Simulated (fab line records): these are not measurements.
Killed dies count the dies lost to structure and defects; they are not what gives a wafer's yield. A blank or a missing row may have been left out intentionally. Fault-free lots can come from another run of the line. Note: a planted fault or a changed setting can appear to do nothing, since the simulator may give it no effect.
Matching of chambers :: flow sky130 :: SKY_VIA1_CMP_02 on cmp-02: 4 sister chambers
The step polishes SiO2. 7 wafers are shown with their chamber, then 8 later ones without.

## WAFERS, EACH WITH ITS CHAMBER
wafer: L505.2
chamber: 0
motorCurrentA (A): 12.1

wafer: L509.6
chamber: 3
motorCurrentA (A): 10.4

wafer: L517.5
chamber: 0
motorCurrentA (A): 12.1

wafer: L520.1
chamber: 2
motorCurrentA (A): 13.2

wafer: L520.2
chamber: 1
motorCurrentA (A): 11.4

wafer: L520.6
chamber: 1
motorCurrentA (A): 11.7

wafer: L519.2
chamber: 3
motorCurrentA (A): 9.8

## WAFERS WHOSE CHAMBER IS MISSING
wafer: L519.3
motorCurrentA (A): 14.3

wafer: L519.5
motorCurrentA (A): 14.0

wafer: L522.1
motorCurrentA (A): 12.2

wafer: L522.2
motorCurrentA (A): 13.8

wafer: L522.4
motorCurrentA (A): 11.5

wafer: L523.1
motorCurrentA (A): 11.0

wafer: L523.4
motorCurrentA (A): 12.3

wafer: L523.5
motorCurrentA (A): 12.0

## EACH ONE'S CHAMBER
wafer: L519.3
from the rows above: 2
in truth: 2

wafer: L519.5
from the rows above: 2
in truth: 2

wafer: L522.1
from the rows above: 0
in truth: 0

wafer: L522.2
from the rows above: 2
in truth: 2

wafer: L522.4
from the rows above: 1
in truth: 1

wafer: L523.1
from the rows above: can't be placed: 1 or 3
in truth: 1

wafer: L523.4
from the rows above: 0
in truth: 0

wafer: L523.5
from the rows above: can't be placed: 0 or 1
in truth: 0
Correct placement for 6 of the 8. From these rows, 2 cannot be placed; in 2 the true chamber is one of the candidates. Number placed wrongly: 0.
How it was worked out, from the rows above alone: a wafer's distance from a chamber is the root of the sum, over the readings, of the square of ((its reading less the chamber's mean) divided by the reading's scatter). If the next closest chamber is less than 2 further off than the closest, the wafer can't be placed; otherwise it belongs to the closest. A chamber's mean is the mean of its shown wafers. The scatter: the root of (the sum of the squares of (reading less its chamber's mean) over the shown wafers, divided by (wafers less chambers)).
